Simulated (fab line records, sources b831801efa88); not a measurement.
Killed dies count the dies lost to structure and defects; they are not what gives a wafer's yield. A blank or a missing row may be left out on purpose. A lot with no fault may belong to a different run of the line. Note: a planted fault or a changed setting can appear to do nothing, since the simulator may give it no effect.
fab line records | flow sky130
record: lots: 4 | wafers: 12 | lastDay: 49
route steps=708 shown LDD_LDN@292 SPACER@304 POLY_CUT@307 SD_P@320 RES_XHIGH@332 SALICIDE@361 PAD_OPEN@708
lots that met no fault: from a run of the same line without faults
startH: hours from the record's first day to the start of the lot's first wafer shown | waitH: time in hours since the lot's previous step | " as in the row above | L1.1+2: a row that stands for several wafers | - no value, or no start was given | * or withheld: withheld | < > ~ a bound
route shown NAME@n: a module of which the file shows steps, and the number in the route of the first | usual: average and standard deviation across the fault-free wafers | same: alike in all rows | chamber/n: place in a boat | sites: each site's reading | _std_site: the values' standard deviation | _edge_site: inner sites' mean taken away from outer sites' mean | radiusMm: for every site, how far away it sits from the centre of the wafer | mask NAME#n: copy n | behind: the most recent tool/chamber to have shaped the wafer | hold: the reason the lot was held/the length of the hold in hours/how it ended | device: which transistor (n, p or np) failed to switch | end of line: tests of these same wafers at the route's end | a step with no rows: only its recipe | killed: count of dies lost to structure and defects at first sort (not the wafer's yield) | map: per-die view of a wafer (x killed, . not killed, _ where there is no die)
set.NAME: the setting as run; set.NAME@STEP: as run at that earlier step | model.NAME: the simulator's own value behind a step, which no gauge read
certain route steps with their lots: each step a table, each wafer a row
services: a tool's chamber out of use, with start hour (startH, from the record's first day; less than 0 if before it), hours out, and reason
== steps ==
step: SKY_LDD_LDN_SOFTBAKE_03
recipe: tempC: 90 | timeS: 60 | resist: NOVOLAK
step: SKY_LDD_LDN_EXPOSE_04
recipe: maskId: LDNTM | na: 0.6 | sourceShape: conventional | sigmaOuter: 0.6 | polarization: unpolarized | targetCdNm: 700 | doseMj: 140
step: SKY_LDD_LDN_PEB_05
recipe: tempC: withheld | timeS: * | resist: NOVOLAK
step: SKY_LDD_LDN_DEVELOP_06
recipe: resist: NOVOLAK | developer: TMAH | developTimeS: 60 | devTempC: 23
step: SKY_LDD_LDN_IMPLANT_08
recipe: species: As | energyKev: 15 | doseCm2: 1.25e+13 | tiltDeg: withheld | rotationDeg: 23
step: SKY_LDD_LDN_IMPLANT_09
recipe: species: As | energyKev: 15 | doseCm2: 1.25e+13 | tiltDeg: withheld | rotationDeg: 113
step: SKY_LDD_LDN_IMPLANT_10
recipe: species: As | energyKev: 15 | doseCm2: 1.25e+13 | tiltDeg: withheld | rotationDeg: 203
step: SKY_LDD_LDN_IMPLANT_11
recipe: species: As | energyKev: 15 | doseCm2: 1.25e+13 | tiltDeg: withheld | rotationDeg: 293
step: SKY_LDD_LDN_STRIP_12
recipe: chemistry: O2/N2 | powerW: 1400 | pressureMtorr: 1500 | platenTempC: withheld | o2FlowSccm: 3000 | n2FlowSccm: 300 | overashFraction: 0.5
step: SKY_LDD_LDN_CLEAN_14
recipe: chemistry: SC1/SC2 | mix: 1:4:20 | tempC: 70 | timeS: 150 | dry: n2Spin
step: SKY_SPACER_CVD_00
recipe: material: Si3N4 | precursor: DCS/NH3 | targetThkNm: 43.1 | tempC: 770 | timeS: 740 | pressureMtorr: 250
usual: spikeTcCentreC: 771.8/1.1 | spikeTcLowerC: 769.7/1.2 | spikeTcTopC: 787.1/1.1 | spikeTcUpperC: 769.8/1.1 | susceptorTempC: 770.0/0.35 | zonePowerBottomPct: 18.0/0.44
lot.wafer | tool     | chamber | startH | waitH | spikeTcCentreC | spikeTcLowerC | spikeTcTopC | spikeTcUpperC | susceptorTempC | zonePowerBottomPct | model.Si3N4_of_SPACER_CVD_00.thkNm
L199.1    | lpcvd-02 | 0       | 550.89 | 0.0   | 770.3          | 769.2         | 785.3       | 769.0         | 770.0          | 17.4               | 42.76
L199.2    | "        | 0       | "      | "     | 771.8          | 771.0         | 787.1       | 768.9         | 769.9          | 17.7               | 42.91
L199.5    | "        | 0       | "      | "     | 772.9          | 771.7         | 786.0       | 770.1         | 769.9          | 17.5               | 43.01
L209.1    | lpcvd-02 | 1       | 634.42 | 0.0   | 771.8          | 768.8         | 788.5       | 770.0         | 769.4          | 18.1               | 43.02
L209.4    | "        | 1       | "      | "     | 769.1          | 768.7         | 787.4       | 770.0         | 769.6          | 18.4               | 43.26
L209.5    | "        | 1       | "      | "     | 773.3          | 767.9         | 787.1       | 770.2         | 769.6          | 18.2               | 43.42
L212.4    | lpcvd-02 | 0       | 648.47 | 0.0   | 768.1          | 766.7         | 785.7       | 764.7         | 765.2          | 17.4               | 38.95
L212.5    | "        | 0       | "      | "     | 766.4          | 765.3         | 782.3       | 764.6         | 765.9          | 17.4               | 39.13
L212.6    | "        | 0       | "      | "     | 767.1          | 766.9         | 783.7       | 765.4         | 765.0          | 17.2               | 38.86
L213.1    | lpcvd-02 | 0       | 664.23 | 0.0   | 768.7          | 765.9         | 783.2       | 764.1         | 765.1          | 17.4               | 39.08
L213.2    | "        | 0       | "      | "     | 766.8          | 766.7         | 781.4       | 766.2         | 765.3          | 17.8               | 39.08
L213.6    | "        | 0       | "      | "     | 766.1          | 765.3         | 783.1       | 763.3         | 766.0          | 17.4               | 39.32
step: SKY_SPACER_THK_MEAS_01
recipe: reads: Si3N4_of_SPACER_CVD_00
usual: SPACER_CVD_00_THK: 42.9/0.45
lot.wafer | tool         | chamber | startH | waitH | hold                    | SPACER_CVD_00_THK[nm]
L199.1    | filmMetro-01 | -       | 552.09 | 0.0   | -                       | 42.7
L199.2    | "            | -       | "      | "     | -                       | 42.9
L199.5    | "            | -       | "      | "     | -                       | 43.0
L209.1    | filmMetro-01 | -       | 635.63 | 0.0   | -                       | 43.1
L209.4    | "            | -       | "      | "     | -                       | 43.3
L209.5    | "            | -       | "      | "     | -                       | 43.4
L212.4    | filmMetro-01 | -       | 649.71 | 0.0   | awaitDispo/0.2h/release | 39.0
L212.5    | "            | -       | "      | "     | awaitDispo/0.2h/release | 39.1
L212.6    | "            | -       | "      | "     | awaitDispo/0.2h/release | 38.9
L212.4    | filmMetro-01 | -       | 649.93 | 0.2   | -                       | 39.0
L212.5    | "            | -       | "      | "     | -                       | 39.1
L212.6    | "            | -       | "      | "     | -                       | 38.9
L213.1    | filmMetro-04 | -       | 665.44 | 0.0   | awaitDispo/0.2h/release | 39.1
L213.2    | "            | -       | "      | "     | awaitDispo/0.2h/release | 39.1
L213.6    | "            | -       | "      | "     | awaitDispo/0.2h/release | 39.3
L213.1    | filmMetro-04 | -       | 665.66 | 0.2   | -                       | 39.1
L213.2    | "            | -       | "      | "     | -                       | 39.1
L213.6    | "            | -       | "      | "     | -                       | 39.4
step: SKY_SPACER_ETCHBACK_02
recipe: chemistry: CH3F/O2 | target: Si3N4 | stopOn: SiO2 | sourceW: 400 | biasW: 80 | pressureMtorr: 25 | ch3fFlowSccm: 40 | O2_flow_sccm: 30 | timeS: 46.7 | targetDepthA: 450
usual: drypumpMotorCurrentA: 5.7/0.46 | oesProductAu: 0.852/0.0067 | throttleValvePct: 10.564/0.0096
lot.wafer | tool       | chamber | startH | waitH | hold                     | drypumpMotorCurrentA | oesProductAu | rfHoursCounterH | throttleValvePct | model.etch.depthNm
L199.1    | rieDiel-03 | 1       | 552.15 | 0.1   | -                        | 6.2                  | 0.843        | 1               | 10.565           | 42.76
L199.2    | "          | 0       | "      | "     | -                        | 5.3                  | 0.858        | 14              | 10.579           | 42.91
L199.5    | "          | 0       | "      | "     | -                        | 5.3                  | 0.855        | -               | 10.561           | 43.01
L209.1    | rieDiel-03 | 1       | 635.69 | 0.1   | -                        | 6.2                  | 0.844        | 3               | 10.564           | 43.02
L209.4    | "          | 2       | "      | "     | -                        | 6.3                  | 0.865        | 8               | 10.544           | 43.26
L209.5    | "          | 0       | "      | "     | -                        | 5.3                  | 0.863        | -               | 10.576           | 43.42
L212.4    | rieDiel-02 | 0       | 660.76 | 10.8  | awaitDispo/10.8h/release | 6.3                  | 0.814        | 5               | 10.548           | 38.95
L212.5    | "          | 0       | "      | "     | awaitDispo/10.8h/release | 6.3                  | 0.808        | -               | 10.559           | 39.13
L212.6    | "          | 1       | "      | "     | awaitDispo/10.8h/release | 5.2                  | 0.809        | -               | 10.583           | 38.86
L213.1    | rieDiel-01 | 2       | 667.06 | 1.4   | awaitDispo/1.3h/release  | 5.9                  | 0.806        | 10              | 10.555           | 39.08
L213.2    | "          | 3       | "      | "     | awaitDispo/1.3h/release  | 5.8                  | 0.810        | 7               | 10.538           | 39.08
L213.6    | "          | 1       | "      | "     | awaitDispo/1.3h/release  | 5.6                  | 0.816        | -               | 10.550           | 39.32
step: SKY_POLY_CUT_DEHYDRATE_00
recipe: tempC: 200 | timeS: 60
step: SKY_POLY_CUT_HMDS_01
recipe: primeTimeS: 60 | primeTempC: 120
step: SKY_POLY_CUT_COAT_02
recipe: resist: BARC | tempC: withheld | timeS: withheld | spinRpm: 3000 | resistThkNm: 60
step: SKY_POLY_CUT_COAT_03
recipe: resist: KrF-thick | spinRpm: 3000 | resistThkNm: 450
step: SKY_POLY_CUT_SOFTBAKE_04
recipe: tempC: 100 | timeS: 90 | resist: KrF-thick
step: SKY_POLY_CUT_EXPOSE_05
recipe: maskId: NPCM | na: 0.8 | sourceShape: annular | sigmaInner: 0.55 | sigmaOuter: 0.85 | targetCdNm: 270 | doseMj: 32
step: SKY_POLY_CUT_PEB_06
recipe: pebTempC: withheld | pebTimeS: withheld | resist: KrF-thick
step: SKY_POLY_CUT_DEVELOP_07
recipe: developTimeS: 60 | resist: KrF-thick | devTempC: 21
step: SKY_POLY_CUT_ETCH_10
recipe: chemistry: N2/H2 | target: BARC | ionEnergyEv: 200 | sourceW: 500 | biasW: 100 | pressureMtorr: 30 | n2FlowSccm: 100 | h2FlowSccm: 200 | stopOn: SiO2 | timeS: 45.9 | targetDepthA: 600
step: SKY_POLY_CUT_ETCH_11
recipe: target: Si3N4 | chemistry: CF4/CH2F2/Ar | stopOn: poly-Si | sourceW: 600 | biasW: 150 | pressureMtorr: 40 | cf4FlowSccm: 40 | ch2f2FlowSccm: 20 | Ar_flow_sccm: 150 | timeS: 42.5 | targetDepthA: 600
step: SKY_POLY_CUT_STRIP_12
recipe: chemistry: O2/N2 | powerW: 1400 | pressureMtorr: 1500 | platenTempC: withheld | o2FlowSccm: 3000 | n2FlowSccm: 300 | overashFraction: 0.5
step: SKY_SD_P_DEHYDRATE_00
recipe: tempC: 200 | timeS: 60
step: SKY_SD_P_HMDS_01
recipe: primeTimeS: 60 | primeTempC: 120
step: SKY_SD_P_COAT_02
recipe: resist: NOVOLAK | spinRpm: 3000 | resistThkNm: 1140
step: SKY_SD_P_SOFTBAKE_03
recipe: tempC: 90 | timeS: 60 | resist: NOVOLAK
step: SKY_SD_P_EXPOSE_04
recipe: maskId: PSDM | na: 0.6 | sourceShape: conventional | sigmaOuter: 0.6 | polarization: unpolarized | targetCdNm: 380 | doseMj: 138
step: SKY_SD_P_PEB_05
recipe: tempC: withheld | timeS: * | resist: NOVOLAK
step: SKY_SD_P_DEVELOP_06
recipe: resist: NOVOLAK | developer: TMAH | developTimeS: 60 | devTempC: 23
step: SKY_SD_P_IMPLANT_09
recipe: species: BF2 | energyKev: 20 | doseCm2: 3e+15 | tiltDeg: 0
step: SKY_SD_P_STRIP_10
recipe: chemistry: O2/N2 | powerW: 1400 | pressureMtorr: 1500 | platenTempC: withheld | o2FlowSccm: 3000 | n2FlowSccm: 300 | overashFraction: 0.5
step: SKY_RES_XHIGH_DEHYDRATE_00
recipe: tempC: 200 | timeS: 60
step: SKY_RES_XHIGH_HMDS_01
recipe: primeTimeS: 60 | primeTempC: 120
step: SKY_SALICIDE_CLEAN_00
recipe: chemistry: HF-last | timeS: 30 | dilution: 100:1 | dry: ipaMarangoni
lot.wafer | tool        | chamber | startH | waitH | model.Si3N4_of_SPACER_CVD_00.thkNm
L199.1    | wetBench-04 | 3       | 668.48 | 0.1   | 41.78
L199.2    | "           | 3       | "      | "     | 41.93
L199.5    | "           | 3       | "      | "     | 42.03
L209.1    | wetBench-01 | 2       | 750.09 | 0.1   | 42.05
L209.4    | "           | 2       | "      | "     | 42.29
L209.5    | "           | 2       | "      | "     | 42.44
L212.4    | wetBench-04 | 2       | 762.14 | 0.0   | 37.98
L212.5    | "           | 2       | "      | "     | 38.15
L212.6    | "           | 2       | "      | "     | 37.89
L213.1+2  | wetBench-01 | 2       | 776.73 | 0.1   | 38.08
L213.6    | "           | 2       | "      | "     | 38.32
step: SKY_PAD_OPEN_PROBE_99
usual: killed_at_M0_to_M3: 43/7.5 | killed_at_M4_up: 3.3/1.9 | killedAtContacts: 24/4.6 | killedAtFrontEnd: 16/4.9 | killedAtOther: 0.2/0.46 | killedDies: 87/9.1 | killedOpen: 47/7.4 | killedShort: 39/6.6
same: grossDies: 492 | killedAtBackSide: 0
lot.wafer | tool      | chamber | startH  | waitH | killed_at_M0_to_M3 | killed_at_M4_up | killedAtContacts | killedAtFrontEnd | killedAtOther | killedDies | killedOpen | killedShort | model.etest.pfet_01v8.rOnOhmUm | model.etest.pfet_01v8.driveUaUm | model.etest.sramPfetLatch.driveUaUm | model.etest.pfet_01v8_hvt.driveUaUm | model.etest.pfet_01v8_hvt.offLog10AUm | model.etest.pfet_01v8.vtSatV
L199.1    | prober-01 | -       | 1088.25 | 0.1   | 44                 | 1               | 29               | 11               | 0             | 85         | 53         | 32          | 2830                           | 200.9                           | 145.9                               | 147.6                               | -12.78                                | -0.5366
L199.2    | prober-01 | -       | 1088.30 | 0.1   | 53                 | 5               | 16               | 14               | 0             | 88         | 42         | 46          | 2913                           | 193.6                           | 148.3                               | 142.1                               | -12.91                                | -0.5416
L199.5    | prober-01 | -       | 1088.45 | 0.2   | 41                 | 5               | 27               | 21               | 1             | 95         | 56         | 39          | 2866                           | 196.6                           | 150.1                               | 146.2                               | -12.84                                | -0.5358
L209.1    | prober-02 | -       | 1150.37 | 0.1   | 43                 | 6               | 35               | 16               | 0             | 100        | 46         | 54          | 2978                           | 185.2                           | 139.8                               | 136.5                               | -13.35                                | -0.595
L209.4    | prober-02 | -       | 1150.52 | 0.2   | 32                 | 3               | 21               | 17               | 0             | 73         | 40         | 33          | 2979                           | 184.8                           | 132.1                               | 136.3                               | -13.36                                | -0.6046
L209.5    | prober-02 | -       | 1150.57 | 0.2   | 62                 | 6               | 20               | 14               | 0             | 102        | 52         | 50          | 2974                           | 186.2                           | 135.3                               | 137.6                               | -13.21                                | -0.5858
L212.4    | prober-01 | -       | 1158.46 | 0.2   | 51                 | 1               | 23               | 15               | 0             | 90         | 51         | 37          | 2681                           | 209.2                           | 157.2                               | 156.4                               | -12.68                                | -0.4973
L212.5    | prober-01 | -       | 1158.51 | 0.2   | 52                 | 4               | 26               | 15               | 0             | 97         | 57         | 39          | 2690                           | 210.2                           | 158.3                               | 158                                 | -12.63                                | -0.5035
L212.6    | prober-01 | -       | 1158.56 | 0.2   | 48                 | 3               | 21               | 18               | 0             | 90         | 37         | 51          | 2676                           | 209.9                           | 152.6                               | 158.6                               | -12.58                                | -0.4981
L213.1    | prober-02 | -       | 1164.66 | 0.1   | 30                 | 0               | 32               | 20               | 0             | 82         | 45         | 37          | 2755                           | 201.8                           | 151.9                               | 150.3                               | -12.7                                 | -0.5238
L213.2    | prober-02 | -       | 1164.71 | 0.1   | 41                 | 5               | 25               | 13               | 0             | 84         | 41         | 42          | 2765                           | 203.6                           | 149.4                               | 154.6                               | -12.52                                | -0.4894
L213.6    | prober-02 | -       | 1164.91 | 0.2   | 58                 | 3               | 27               | 15               | 0             | 103        | 60         | 43          | 2865                           | 198.7                           | 140.3                               | 146.8                               | -12.79                                | -0.5383
killed by level:class
L199.1 VIA1:geometricParticle:open=14 CONTACT:geometricParticle:open=11 LI_CONTACT:geometricParticle:open=10 VIA3:geometricParticle:short=8 VIA2:geometricParticle:open=6 POLY_GATE:geometricParticle:short=4 LOCAL_INTERCONNECT:geometricParticle:short=4 VIA3:geometricParticle:open=4
L199.2 METAL2:geometricParticle:short=9 VIA3:geometricParticle:open=7 METAL1:geometricParticle:short=7 VIA1:geometricParticle:open=7 VIA3:geometricParticle:short=7 LI_CONTACT:geometricParticle:open=6 VIA2:geometricParticle:open=6 CONTACT:geometricParticle:open=5
L199.5 LI_CONTACT:geometricParticle:open=10 CONTACT:geometricParticle:open=9 POLY_GATE:geometricParticle:open=8 VIA2:geometricParticle:open=8 VIA1:geometricParticle:open=7 VIA3:geometricParticle:open=6 FIELD_ISO:geometricParticle:short=5 POLY_GATE:geometricParticle:short=4
L209.1 CONTACT:geometricParticle:open=14 VIA1:geometricParticle:open=10 FIELD_ISO:geometricParticle:short=8 VIA3:geometricParticle:open=8 LI_CONTACT:geometricParticle:open=7 LOCAL_INTERCONNECT:geometricParticle:short=7 VIA3:geometricParticle:short=7 METAL2:geometricParticle:short=6
L209.4 LI_CONTACT:geometricParticle:open=11 FIELD_ISO:geometricParticle:short=6 LOCAL_INTERCONNECT:geometricParticle:short=5 METAL2:geometricParticle:short=5 VIA3:geometricParticle:open=5 FIELD_ISO:geometricParticle:open=4 METAL1:geometricParticle:short=4 METAL2:geometricParticle:open=4
L209.5 VIA2:geometricParticle:open=12 VIA1:geometricParticle:open=11 VIA3:geometricParticle:open=10 VIA1:geometricParticle:short=8 METAL2:geometricParticle:short=7 POLY_GATE:geometricParticle:short=6 LI_CONTACT:geometricParticle:short=6 CONTACT:geometricParticle:open=5
L212.4 VIA1:geometricParticle:open=14 LI_CONTACT:geometricParticle:open=9 CONTACT:geometricParticle:open=8 VIA2:geometricParticle:open=7 VIA1:geometricParticle:short=6 METAL1:geometricParticle:short=6 VIA3:geometricParticle:open=5 METAL2:geometricParticle:short=5
L212.5 VIA1:geometricParticle:open=14 LI_CONTACT:geometricParticle:open=9 VIA2:geometricParticle:short=8 CONTACT:geometricParticle:short=6 CONTACT:geometricParticle:open=6 VIA1:geometricParticle:short=5 VIA3:geometricParticle:open=5 FIELD_ISO:geometricParticle:open=4
L212.6 VIA3:geometricParticle:open=9 FIELD_ISO:geometricParticle:short=8 CONTACT:geometricParticle:short=8 VIA1:geometricParticle:open=7 VIA1:geometricParticle:short=6 VIA2:geometricParticle:open=6 METAL1:geometricParticle:short=5 LI_CONTACT:geometricParticle:open=4
L213.1 LI_CONTACT:geometricParticle:open=10 CONTACT:geometricParticle:open=9 VIA1:geometricParticle:open=7 METAL2:geometricParticle:short=7 CONTACT:geometricParticle:short=6 METAL1:geometricParticle:short=5 FIELD_ISO:geometricParticle:open=4 FIELD_ISO:geometricParticle:short=4
L213.2 LI_CONTACT:geometricParticle:open=9 CONTACT:geometricParticle:open=8 METAL1:geometricParticle:short=7 CONTACT:geometricParticle:short=6 VIA1:geometricParticle:open=6 VIA2:geometricParticle:open=6 METAL2:geometricParticle:short=5 METAL3:geometricParticle:short=5
L213.6 CONTACT:geometricParticle:open=11 VIA1:geometricParticle:open=10 VIA3:geometricParticle:open=9 LI_CONTACT:geometricParticle:open=8 VIA1:geometricParticle:short=8 CONTACT:geometricParticle:short=6 POLY_GATE:geometricParticle:short=6 VIA2:geometricParticle:open=6
== services ==
tool        | chamber | startH | hours | kind
rieDiel-03  | 3       | 530.16 | 6.7   | repair
rieDiel-01  | -       | 541.86 | 2.4   | repair
rieDiel-02  | -       | 544.42 | 2.8   | pm
rieDiel-02  | -       | 563.73 | 0.2   | repair
rieDiel-01  | 1       | 578.98 | 6.7   | repair
rieDiel-03  | 3       | 581.77 | -     | clean
rieDiel-03  | 3       | 581.77 | 13.2  | scheduledDown
rieDiel-03  | 3       | 581.77 | 13.2  | ventCycle
rieDiel-02  | 2       | 601.78 | 4.5   | repair
rieDiel-03  | -       | 638.96 | 2.8   | pm
rieDiel-01  | 1       | 644.21 | 18.2  | repair
rieDiel-03  | -       | 648.55 | 0.9   | repair
wetBench-01 | -       | 655.17 | 1.9   | pm
rieDiel-03  | 1       | 656.19 | 3.2   | repair
rieDiel-01  | 3       | 657.49 | 3.3   | repair
rieDiel-01  | -       | 662.48 | 2.8   | pm
rieDiel-03  | 1       | 708.52 | 1.4   | repair
rieDiel-03  | 0       | 723.65 | 7.5   | repair
rieDiel-02  | 1       | 730.40 | 16.5  | repair
wetBench-04 | -       | 765.68 | 2.7   | repair
== key ==
firstSign: step: SKY_SPACER_CVD_00 | reading: susceptorTempC | direction: down | sigmas: 13 | usual: * | struck: *
effect: step: SKY_SPACER_CVD_00 | reading: spikeTcUpperC | direction: down | sigmas: 4.6 | usual: 769.8 | struck: 764.7
effect: step: SKY_SPACER_THK_MEAS_01 | reading: visit | direction: added
effect: step: SKY_SPACER_THK_MEAS_01 | reading: SPACER_CVD_00_THK | direction: down | sigmas: 8.7 | usual: 42.9 | struck: 39.1
effect: step: SKY_SPACER_ETCHBACK_02 | reading: oesProductAu | direction: down | sigmas: 6.1 | usual: 0.852 | struck: 0.811
modelEffect: step: SKY_SPACER_CVD_00 | value: Si3N4_of_SPACER_CVD_00.thkNm | without: 42.51 | struck: 39.07
modelEffect: step: SKY_SPACER_ETCHBACK_02 | value: etch.depthNm | without: 42.51 | struck: 39.07
modelEffect: step: SKY_SALICIDE_CLEAN_00 | value: Si3N4_of_SPACER_CVD_00.thkNm | without: 41.53 | struck: 38.09
modelEffect: step: SKY_PAD_OPEN_PROBE_99 | value: etest.pfet_01v8.rOnOhmUm | without: 2846 | struck: 2739
metAt SKY_SPACER_CVD_00
struckWafers L212.4,L212.5,L212.6,L213.1,L213.2,L213.6
testerLeftOut L212,L213
onsetBetween 634.42 648.47
fault: kind: processParameterDrift | tool: lpcvd-02 | chamber: - | onsetH: 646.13 | steps: SKY_SPACER_CVD_00 | channel: tempC | offset: * | shape: step | endH: 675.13 | actsIn: * | stated: *
testerLeftOut: of these lots the tester's yield and bins aren't shown, on N5 and GAA mostly nor the transistor test; their killed dies are dies lost to structure and defects alone, not to doping, threshold or leakage, so they don't give the yield
